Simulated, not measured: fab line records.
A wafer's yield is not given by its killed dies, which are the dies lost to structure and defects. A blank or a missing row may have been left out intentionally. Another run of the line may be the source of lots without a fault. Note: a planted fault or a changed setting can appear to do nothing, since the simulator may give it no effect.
Which of the tools did it? | flow gf180mcu | 6 lots with 18 wafers sampled at 4 steps, on a route of 602 steps

== WHAT THE GAUGES SHOWED, per wafer ==
GF_PASSIVATION_THK_MEAS_01.
lot  | measured     | on            | PASSIVATION_CVD_00_THK (nm)
L157 | day 28 13:52 | film-metro-03 | 991 990 1003
L162 | day 30 05:33 | film-metro-04 | 986 1001 1009
L165 | day 31 07:54 | film-metro-03 | 582 991 584
L172 | day 32 23:50 | film-metro-03 | 1014 1015 1019
L176 | day 33 18:37 | film-metro-04 | 1004 1017 1009
L178 | day 34 04:55 | film-metro-04 | 1010 1019 997

== TOOL THAT RAN EACH LOT (tool first, then ch and the chambers of the sampled wafers, then the start) ==
lot  | GF_V5_CVD_23                  | GF_TOP_METAL_SPUTTER_04      | GF_PASSIVATION_CVD_00
L157 | cvd-w-01 ch 0,1, day 27 16:36 | pvd-sputter-04, day 27 17:23 | pecvd-04 ch 0,2, day 28 13:47
L162 | cvd-w-01 ch 0,1, day 29 09:22 | pvd-sputter-03, day 29 10:09 | pecvd-03 ch 0,2, day 30 05:28
L165 | cvd-w-01 ch 1, day 30 11:55   | pvd-sputter-01, day 30 12:42 | pecvd-03 ch 1,2, day 31 07:49
L172 | cvd-w-01 ch 0,1, day 32 06:05 | pvd-sputter-01, day 32 06:53 | pecvd-02 ch 0,1,2, day 32 23:45
L176 | cvd-w-01 ch 0,1, day 33 01:19 | pvd-sputter-01, day 33 02:06 | pecvd-04 ch 0,2, day 33 18:31
L178 | cvd-w-02 ch 0,1, day 33 12:06 | pvd-sputter-01, day 33 12:52 | pecvd-03 ch 0,1,2, day 34 04:51
- GF_V5_CVD_23: deposits W, target thk 350 nm, time 104.9 s.
- GF_TOP_METAL_SPUTTER_04: material TiN, target thk 25 nm, time 20.8 s.
- GF_PASSIVATION_CVD_00: deposits SiO2 from TEOS, target thk 1000 nm, time 111.95 s.

== THE ANSWER, worked out from the rows above alone ==
Rule: usual is defined by the lots themselves. Put in order of their means at a reading, lots are off if they are a third of the lots or fewer, leave a main group of 4 or more, and stand apart from it by a gap of 3 or more times the standard deviation of the main group's means; of several such gaps the widest counts. A main group whose means are all the same, to the digits that the tables above print for the reading, isn't used. A lot without any number at a reading at which 4 lots or more have one is off too. Where the step has rows for the other lots, those lots are counted as sound.
Off: L165, at GF_PASSIVATION_THK_MEAS_01 (PASSIVATION_CVD_00_THK). The main group has a mean of 1006 nm with a standard deviation of 7.8.
If a tool, at a process step before that reading, ran all the lots that are off and no sound lot after the first of them, it fits. Those tools and the gauges at GF_PASSIVATION_THK_MEAS_01 are tried in the same way. No candidate that was tried fits.

== WHAT THE SIMULATOR HAD INSERTED ==
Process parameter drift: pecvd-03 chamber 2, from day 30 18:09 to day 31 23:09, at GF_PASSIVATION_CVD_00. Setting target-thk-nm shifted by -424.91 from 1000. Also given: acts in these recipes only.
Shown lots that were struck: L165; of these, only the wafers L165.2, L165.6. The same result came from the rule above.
